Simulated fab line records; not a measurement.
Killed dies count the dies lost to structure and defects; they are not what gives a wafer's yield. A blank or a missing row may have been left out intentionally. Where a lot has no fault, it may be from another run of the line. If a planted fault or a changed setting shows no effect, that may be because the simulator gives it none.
Matching of chambers + flow sky130 + 3 sister chambers for SKY_CAP2M_CVD_00 on pecvd-03
The step deposits SiO2, target thk 15.5 nm. 18 wafers are shown with their chamber, then 9 later ones without.

== WAFERS, EACH WITH ITS CHAMBER ==
| wafer  | chamber | heaterPowerW (W) |
|--------|---------|------------------|
| L075.1 | 1       | 543              |
| L075.3 | 0       | 773              |
| L075.5 | 0       | 774              |
| L076.1 | 2       | 634              |
| L076.2 | 1       | 490              |
| L076.6 | 2       | 631              |
| L078.1 | 0       | 801              |
| L078.4 | 1       | 560              |
| L078.5 | 2       | 542              |
| L080.3 | 2       | 559              |
| L080.4 | 2       | 556              |
| L080.5 | 0       | 707              |
| L084.2 | 2       | 554              |
| L084.5 | 0       | 838              |
| L084.6 | 2       | 558              |
| L085.3 | 2       | 631              |
| L085.4 | 0       | 811              |
| L085.5 | 1       | 484              |

SIGNATURES (averages over the wafers above)
| reading      | chamber 0 | chamber 1 | chamber 2 | scatter within a chamber |
|--------------|-----------|-----------|-----------|--------------------------|
| heaterPowerW | 784.00    | 519.25    | 583.12    | 41.7                     |
Rule: a wafer's distance from a chamber is the root of the sum, over the readings, of the square of ((its reading less the chamber's mean) divided by the reading's scatter). If the next closest chamber is less than 2 further off than the closest, the wafer can't be placed; otherwise it belongs to the closest. The scatter: take each reading less its chamber's mean, square it, sum over the shown wafers, divide by the number of wafers less the number of chambers, and take the root.

== WAFERS WITHOUT THEIR CHAMBER ==
| wafer  | heaterPowerW (W) |
|--------|------------------|
| L088.1 | 773              |
| L088.2 | 489              |
| L088.6 | 491              |
| L091.2 | 460              |
| L091.3 | 542              |
| L091.5 | 808              |
| L094.2 | 504              |
| L094.3 | 643              |
| L094.5 | 665              |

== WHICH CHAMBER EACH WENT THROUGH ==
| wafer  | from the rows above          | in truth |
|--------|------------------------------|----------|
| L088.1 | 0                            | 0        |
| L088.2 | can't be placed: 1 or 2      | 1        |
| L088.6 | can't be placed: 1 or 2      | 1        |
| L091.2 | can't be placed: 1 or 2      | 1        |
| L091.3 | can't be placed: 1 or 2      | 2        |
| L091.5 | 0                            | 0        |
| L094.2 | can't be placed: 1 or 2      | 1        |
| L094.3 | can't be placed: 2 or 1 or 0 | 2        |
| L094.5 | can't be placed: 2 or 0 or 1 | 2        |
2 of 9 placed correctly. From these rows, 7 cannot be placed; in 7 the true chamber is one of the candidates. Wrongly placed: 0.
